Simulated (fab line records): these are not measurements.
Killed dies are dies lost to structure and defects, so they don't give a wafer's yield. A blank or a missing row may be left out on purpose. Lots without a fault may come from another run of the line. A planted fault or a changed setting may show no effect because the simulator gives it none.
The tool behind it: which one? -- flow gf180mcu -- 11 lots with 33 wafers sampled at 3 steps, on a route of 602 steps

## WHAT EACH GAUGE READ, for each wafer
GF_M4_RS_MEAS_05: measurement is done with a four-point probe.
lot,measured,on,M4_ALCU_RS (ohm/sq)
L444,day 22 07:11,filmMetro-01,0.0697 0.0703 0.0703
L446,day 23 02:53,filmMetro-02,0.0695 0.0687 0.0689
L447,day 23 13:16,filmMetro-03,0.0700 0.0687 0.0692
L449,day 24 06:33,filmMetro-01,0.0682 0.0687 0.0689
L450,day 24 15:58,filmMetro-03,0.0711 0.0705 0.0702
L451,day 25 01:11,filmMetro-01,0.0702 0.0694 0.0697
L455,day 26 08:29,filmMetro-02,0.0690 0.0688 0.0691
L456,day 26 15:43,filmMetro-02,0.0699 0.0702 0.0697
L462,day 28 13:14,filmMetro-03,0.0683 0.0683 0.0688
L465,day 29 09:27,filmMetro-02,0.0701 0.0691 0.0696
L466,day 29 12:50,filmMetro-03,0.0709 0.0710 0.0706

## TOOL THAT RAN EACH LOT (tool first, then ch and the chambers of the sampled wafers, then the start)
lot,GF_V3_SPUTTER_22,GF_V3_CVD_23
L444,"pvdSputter-03, day 22 06:19","cvdW-02 ch 0,1, day 22 06:22"
L446,"pvdSputter-03, day 23 01:53","cvdW-02 ch 0, day 23 02:00"
L447,"pvdSputter-02, day 23 12:22","cvdW-01 ch 0,1, day 23 12:27"
L449,"pvdSputter-02, day 24 05:40","cvdW-01 ch 0,1, day 24 05:44"
L450,"pvdSputter-03, day 24 15:07","cvdW-01 ch 0,1, day 24 15:09"
L451,"pvdSputter-03, day 25 00:20","cvdW-02 ch 0,1, day 25 00:23"
L455,"pvdSputter-02, day 26 07:38","cvdW-01 ch 0,1, day 26 07:40"
L456,"pvdSputter-04, day 26 14:49","cvdW-02 ch 0,1, day 26 14:54"
L462,"pvdSputter-02, day 28 12:23","cvdW-01 ch 0,1, day 28 12:26"
L465,"pvdSputter-02, day 29 08:36","cvdW-01 ch 0,1, day 29 08:38"
L466,"pvdSputter-03, day 29 11:58","cvdW-01 ch 0,1, day 29 12:00"
- GF_V3_SPUTTER_22: material TiN, target thk 10 nm, time 40 s.
- GF_V3_CVD_23: deposits W, target thk 350 nm, time 104.9 s.

## THE ANSWER, worked out from the rows above alone
Rule: what is usual is taken from the lots themselves. Put in order of their means at a reading, lots are off if they are a third of the lots or fewer, leave a main group of 4 or more, and stand apart from it by a gap of 3 or more times the standard deviation of the main group's means; of several such gaps the widest counts. A main group is skipped when, at the precision printed for the reading in the tables above, its means are all equal. Also off: a lot with no number at a reading for which 4 or more lots have one. The other lots that the step has rows for count as sound.
Nothing can be told from this: no lot is off at any reading shown.

## WHAT THE SIMULATOR HAD PUT IN
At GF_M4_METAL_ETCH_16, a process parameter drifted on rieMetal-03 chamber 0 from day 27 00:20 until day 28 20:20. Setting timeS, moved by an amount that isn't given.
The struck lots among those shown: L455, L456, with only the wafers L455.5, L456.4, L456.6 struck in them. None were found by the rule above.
